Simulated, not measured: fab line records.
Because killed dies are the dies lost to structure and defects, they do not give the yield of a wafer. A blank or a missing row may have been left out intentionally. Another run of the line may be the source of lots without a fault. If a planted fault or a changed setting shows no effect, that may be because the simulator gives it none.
8D (eight disciplines) problem report, filled in by code / flow sfq_line / the parts of the form that need people (team, actions taken, sign-off) are left out

== 1. WHAT WENT WRONG ==
JJ_NB_RS at SFQ_JJ_RS_MEAS_929 reads a mean of 0.955 ohm/sq on 2 wafers of 2 lots; wafers without a fault read 1.051 ohm/sq with a standard deviation of 0.013. Measured from the usual mean, that is -7.4 standard deviations.
The step: measures by four-point-probe.
First observed at day 44 09:20: wafer L779.4, on film_metro-03. The record has a number at this step for 37 wafers belonging to 13 lots. Rule for "out" (also "out of limits"): further than 4 standard deviations from the usual mean. All remaining wafers that have a number are taken as sound.

== 2. WHAT IT IS, WHAT IT ISN'T ==
question=which readings at this step | is=JJ_NB_RS | is not=-
question=which lots | is=L779, L782 | is not=L766, L767, L768, L769, L770, L771, L772, L773, L786, L787, L789
question=which wafers of those lots | is=L779.4, L782.4 | is not=L779.2, L782.2
question=read on which gauges | is=film_metro-02, film_metro-03 | is not=film_metro-01
question=when | is=from day 44 09:20 | is not=up to then (25 sound wafers); but 10 sound wafers of L782, L786, L787, L789 came after

== 3. THE SUSPECTS, EACH WITH WHAT RULES IT OUT ==
Counting: a tool at a process step up to the reading stays a suspect if it ran every lot that is out. Sound lots after the first of them don't rule it out here, since some wafers of a struck lot are sound.
- the gauge at SFQ_JJ_RS_MEAS_929 is ruled out. Those wafers that are out were read across 2 gauges (film_metro-02, film_metro-03).
- rie_metal-04 at SFQ_TRILAYER_M4_STRIP_STRIP_097 (strips in O2): kept. Ran every lot that is out, first one L779 (day 37 03:38); last sound lot up to then L773 (day 35 13:32).
- pvd_sputter-06 at SFQ_TRILAYER_JJ_TRILAYER_DEP_SPUTTER_112 (material Nb, target thk 170 nm, time 113.3 s): kept. Ran every lot that is out, first one L779 (day 44 09:14); last sound lot up to then L773 (day 41 15:44).
The count leaves pvd_sputter-06 at SFQ_TRILAYER_JJ_TRILAYER_DEP_SPUTTER_112 and rie_metal-04 at SFQ_TRILAYER_M4_STRIP_STRIP_097.

== 4. THE CAUSE (what the simulator had put in) ==
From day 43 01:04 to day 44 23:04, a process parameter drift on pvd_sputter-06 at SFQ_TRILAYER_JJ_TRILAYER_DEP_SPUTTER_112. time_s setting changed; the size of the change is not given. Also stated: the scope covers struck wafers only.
Counting leaves 2 suspects; this tool is one of them.

== 5. THE EFFECT CHAIN, in route order ==
One row per reading whose mean, taken over the struck wafers that have a number, lies over 3 standard deviations from the usual. Readings are gone through only where the record gives a usual standard deviation; hours: the median, over the lots, of the time from a lot's start at the first step in this table giving one to that lot's start at this step; sigmas: the change measured in usual standard deviations.
hours=0; step=SFQ_JJ_RS_MEAS_929; reading=JJ_NB_RS; usual=1.051 ohm/sq; on struck wafers=0.955; change=-0.096; sigmas=-7.4
Later steps that measure or inspect, where all struck wafers having a row at the step show a number for every such reading and not one has moved that far: SFQ_I5_OVL_MEAS_936, SFQ_I7_OVL_MEAS_947.

== 6. WHAT WOULD HAVE CAUGHT IT SOONER ==
32 hours passed between the start of the fault at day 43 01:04 and the first reading out of limits at a measuring or inspecting step in this record, taken at day 44 09:20.
Tool readings at SFQ_TRILAYER_JJ_TRILAYER_DEP_SPUTTER_112 with a usual standard deviation given in the record: none out on any struck wafer, hence no alarm at a limit of 4 standard deviations on them.
Lots out: 2; of these, L782 started SFQ_TRILAYER_JJ_TRILAYER_DEP_SPUTTER_112 on pvd_sputter-06 after day 44 09:20. Had the tool been put on hold then, it would have been spared.
